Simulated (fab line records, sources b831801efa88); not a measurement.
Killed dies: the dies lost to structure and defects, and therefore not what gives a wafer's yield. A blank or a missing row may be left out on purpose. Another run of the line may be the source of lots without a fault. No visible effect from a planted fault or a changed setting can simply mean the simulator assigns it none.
A struck lot beside a sound one | flow sky130 | 44 steps out of a route of 708
Sound: the wafers L899.2, L899.4, L899.5. Struck: wafers L910.1, L910.3 (left out: L910.2, a lot-mate that was not struck); the cause follows at the end.
Per side, at each step with rows, come the tool, then ch with its chambers, and then its first start. Under that, the readings that differ: sound wafers | struck wafers | difference of the means | sigmas: that difference in standard deviations of wafers without a fault.
alike: a reading whose means differ by less than 2 such deviations, as well as words and numbers matching on both sides. not compared: withheld readings; readings where some wafer has no value; bounds like >300 that might hide an equal value; numbers whose values overlap and for which the record gives no deviation.
A row with sigmas, a row that says differs or no value, or rows on one side alone: a step with any of these is where the two part. Non-overlapping numbers with no deviation appear without sigmas and do not part them. Lack of a reading on every wafer of one side parts them only where that side has two or more wafers.

first, 5 steps without rows for these wafers: SKY_VIA2_STRIP_17 (strips in post etch residue remover, time 1200 s); SKY_VIA2_CLEAN_18 (cleans in IPA, time 180 s); SKY_VIA2_CLEAN_19 (cleans in O3/DIW); SKY_VIA2_SPUTTER_20 (material TiN, target thk 20 nm, time 80 s); SKY_VIA2_CVD_21 (deposits W, target thk 420 nm, time 126.4 s).
SKY_VIA2_RS_MEAS_22: the measuring method here is four-point-probe.
  sound on film metro-04, day 39 10:54; struck on film metro-04, day 42 15:19
  alike: VIA2_W_RS
SKY_VIA2_THK_MEAS_23: measures by xrf.
  sound on film metro-04, day 39 11:01; struck on film metro-04, day 42 15:26
  alike: VIA2_W_THK
then, 3 steps without rows for these wafers: SKY_VIA2_CMP_24 (polishes, stops on SiO2, t overpolish 20 s, target thk 0 nm); SKY_METAL3_SPUTTER_00 (material Ti, target thk 15 nm, time 10 s); SKY_METAL3_SPUTTER_01 (material TiN, target thk 20 nm, time 16.7 s).
SKY_METAL3_SPUTTER_02: material AlCu, target thk 735 nm, time 39.1 s.
  sound on pvd sputter-01, day 39 11:25; struck on pvd sputter-01, day 42 15:51
  alike: throttle valve pct
SKY_METAL3_SPUTTER_03: material Ti, target thk 5 nm, time 3.3 s.
  sound on pvd sputter-01, day 39 11:27; struck on pvd sputter-01, day 42 15:53
  alike: throttle valve pct
SKY_METAL3_SPUTTER_04: material TiN, target thk 70 nm, time 58.3 s.
  sound on pvd sputter-01, day 39 11:28; struck on pvd sputter-01, day 42 15:55
  reading                                    | sound            | struck      | difference | sigmas
  model.TiN_of_METAL3_SPUTTER_04.thk nm (nm) | 70.19 70.1 69.41 | 107.1 106.9 | +37.1      |
  alike: throttle valve pct
SKY_CAPM_CVD_00: deposits SiO2, target thk 15.5 nm.
  sound on pecvd-04 ch 0,2, day 39 11:31; struck on pecvd-02 ch 0,1, day 42 15:57
  alike: heater power w
SKY_CAPM_THK_MEAS_01:
  sound on film metro-04, day 39 11:33; struck on film metro-04, day 42 15:59
  alike: CAPM_CVD_00_THK
SKY_CAPM_SPUTTER_02: material TiN, target thk 200 nm, time 166.7 s.
  sound on pvd sputter-04, day 39 11:36; struck on pvd sputter-02, day 42 16:02
  alike: throttle valve pct
SKY_CAPM_RS_MEAS_03: the measuring method here is four-point-probe.
  sound on film metro-03, day 39 11:44; struck on film metro-04, day 42 16:09
  alike: CAPM_TIN_RS
SKY_CAPM_THK_MEAS_04: measures by xrf.
  sound on film metro-03, day 39 11:50; struck on film metro-04, day 42 16:16
  alike: CAPM_TIN_THK
then, 7 steps without rows for these wafers: SKY_CAPM_DEHYDRATE_05 (time 60 s); SKY_CAPM_HMDS_06 (prime time 60 s); SKY_CAPM_COAT_07 (resist thk 1140 nm); SKY_CAPM_SOFTBAKE_08 (time 60 s); SKY_CAPM_EXPOSE_09 (exposes mask CAPM, target cd 1000 nm); SKY_CAPM_PEB_10; SKY_CAPM_DEVELOP_11 (develop time 60 s).
SKY_CAPM_OVL_MEAS_12:
  sound on overlay-01, day 40 13:07; struck on overlay-02, day 43 14:47
  alike: CAPM_OVL
then, 1 step without rows for these wafers: SKY_CAPM_METAL_ETCH_13 (etches TiN in Cl2/BCl3, stops on SiO2, target depth 220 nm, time 62.9 s).
SKY_CAPM_STRIP_14: strips in O2/N2.
  sound on plasma asher-04 ch 0,1, day 40 13:14; struck on plasma asher-04 ch 0, day 43 14:53
  alike: drypump motor current A, oes product au, strip time to endpoint s
  not compared: rf hours counter h
then, 11 steps without rows for these wafers: SKY_CAPM_STRIP_15 (strips in post etch residue remover, time 1200 s); SKY_CAPM_CLEAN_16 (cleans in IPA, time 180 s); SKY_CAPM_CLEAN_17 (cleans in O3/DIW); SKY_METAL3_DEHYDRATE_05 (time 60 s); SKY_METAL3_HMDS_06 (prime time 60 s); SKY_METAL3_COAT_07 (resist thk 60 nm); SKY_METAL3_COAT_08 (resist thk 1140 nm); SKY_METAL3_SOFTBAKE_09 (time 90 s); SKY_METAL3_EXPOSE_10 (exposes mask MM3, target cd 300 nm); SKY_METAL3_PEB_11; SKY_METAL3_DEVELOP_12 (develop time 60 s).
SKY_METAL3_CD_MEAS_13: target cd 300 nm.
  sound on cd sem-02, day 41 13:08; struck on cd sem-02, day 44 14:07
  alike: cd nm
SKY_METAL3_OVL_MEAS_14:
  sound on overlay-02, day 41 13:14; struck on overlay-02, day 44 14:14
  alike: METAL3_OVL
then, 1 step without rows for these wafers: SKY_METAL3_DESCUM_15 (chemistry O2, time 8 s).
SKY_METAL3_METAL_ETCH_18: etches the open film in Cl2/BCl3, stops on SiO2, target depth 845 nm, time 183.1 s.
  sound on rie metal-01 ch 0,1, day 41 13:25; struck on rie metal-03 ch 0, day 44 14:25
  reading               | sound             | struck      | difference | sigmas
  oes product au (a.u.) | 0.849 0.846 0.860 | 0.887 0.879 | +0.031     | +4
  alike: drypump motor current A, throttle valve pct
  not compared: rf hours counter h
-- the record jumps here: 6 days lie between the struck wafers' starts before and after (it left off in module METAL3 and takes up again in module PAD_OPEN, whose first step shown is number 708 of the route) --
SKY_PAD_OPEN_PROBE_99:
  sound on prober-01, day 48 06:56; struck on prober-01, day 50 15:56
  reading                       | sound            | struck      | difference | sigmas
  model.etest.via3 chain.rc ohm | 9.755 9.89 10.16 | 10.82 11.47 | +1.21      |
  alike: defect limited yield, killed_at_M0_to_M3, killed_at_M4_up, killed at contacts, killed at front end, killed at other, killed dies, killed open, killed short, sort_bin_3_pad_short, sort_bin_5_function, sort_bin_6_memory, sort n pass, sort yield pct

## WHERE THEY PART
SKY_METAL3_METAL_ETCH_18 only, going by this record. Later steps at which nothing parts them and some readings are alike: SKY_PAD_OPEN_PROBE_99.

WHY: what the simulator had put in
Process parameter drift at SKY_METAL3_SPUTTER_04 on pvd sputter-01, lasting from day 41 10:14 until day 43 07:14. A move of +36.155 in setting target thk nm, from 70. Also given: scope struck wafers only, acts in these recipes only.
